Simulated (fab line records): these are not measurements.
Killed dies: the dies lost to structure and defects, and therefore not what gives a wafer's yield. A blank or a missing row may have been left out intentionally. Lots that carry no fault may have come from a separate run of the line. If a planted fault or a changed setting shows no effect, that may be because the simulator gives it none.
Matching of chambers :: flow sky130 :: SKY_CONTACT_CMP_04 on cmp-02 has 4 sister chambers
The step polishes SiO2. 8 wafers are shown with their chamber, then 8 later ones without.

== WAFERS PAIRED WITH THEIR CHAMBERS ==
wafer: L663.2
chamber: 3
motor_current_A (A): 12.1
slurry_flow_ml_min: 149.5

wafer: L664.6
chamber: 0
motor_current_A (A): 12.9
slurry_flow_ml_min: 150.0

wafer: L669.3
chamber: 3
motor_current_A (A): 12.5
slurry_flow_ml_min: 149.1

wafer: L671.2
chamber: 1
motor_current_A (A): 11.3
slurry_flow_ml_min: 150.2

wafer: L671.3
chamber: 2
motor_current_A (A): 11.5
slurry_flow_ml_min: 150.6

wafer: L676.1
chamber: 1
motor_current_A (A): 12.4
slurry_flow_ml_min: 148.8

wafer: L676.2
chamber: 0
motor_current_A (A): 12.7
slurry_flow_ml_min: 150.1

wafer: L676.3
chamber: 2
motor_current_A (A): 11.6
slurry_flow_ml_min: 150.8

== WAFERS WHOSE CHAMBER IS MISSING ==
wafer: L677.2
motor_current_A (A): 11.3
slurry_flow_ml_min: 150.3

wafer: L677.5
motor_current_A (A): 11.6
slurry_flow_ml_min: 149.8

wafer: L681.1
motor_current_A (A): 11.3
slurry_flow_ml_min: 149.3

wafer: L681.4
motor_current_A (A): 12.5
slurry_flow_ml_min: 149.1

wafer: L681.5
motor_current_A (A): 11.1
slurry_flow_ml_min: 149.9

wafer: L682.1
motor_current_A (A): 11.3
slurry_flow_ml_min: 150.4

wafer: L682.2
motor_current_A (A): 12.1
slurry_flow_ml_min: 150.6

wafer: L682.4
motor_current_A (A): 11.6
slurry_flow_ml_min: 150.3

== WHICH CHAMBER EACH WENT THROUGH ==
wafer: L677.2
from the rows above: can't be placed: 2 or 1
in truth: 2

wafer: L677.5
from the rows above: can't be placed: 1 or 2 or 3
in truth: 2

wafer: L681.1
from the rows above: can't be placed: 1 or 3 or 2
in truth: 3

wafer: L681.4
from the rows above: can't be placed: 3 or 1 or 0
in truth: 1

wafer: L681.5
from the rows above: can't be placed: 2 or 1 or 3
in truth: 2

wafer: L682.1
from the rows above: can't be placed: 2 or 1
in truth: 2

wafer: L682.2
from the rows above: can't be placed: 2 or 0 or 1 or 3
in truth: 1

wafer: L682.4
from the rows above: can't be placed: 2 or 1 or 3
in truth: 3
0 of 8 placed correctly. Unplaceable from these rows: 8, with the true chamber sitting among the candidates in 8. Number placed wrongly: 0.
How it was worked out, from the rows above alone: a wafer's distance from a chamber is the root of the sum, over the readings, of the square of ((its reading less the chamber's mean) divided by the reading's scatter). If the next closest chamber is less than 2 further off than the closest, the wafer can't be placed; otherwise it belongs to the closest. Each chamber's mean is taken over the wafers shown for it. The scatter is the square root of a quotient: the sum, over the shown wafers, of each reading's squared deviation from its chamber's mean, divided by wafers minus chambers.
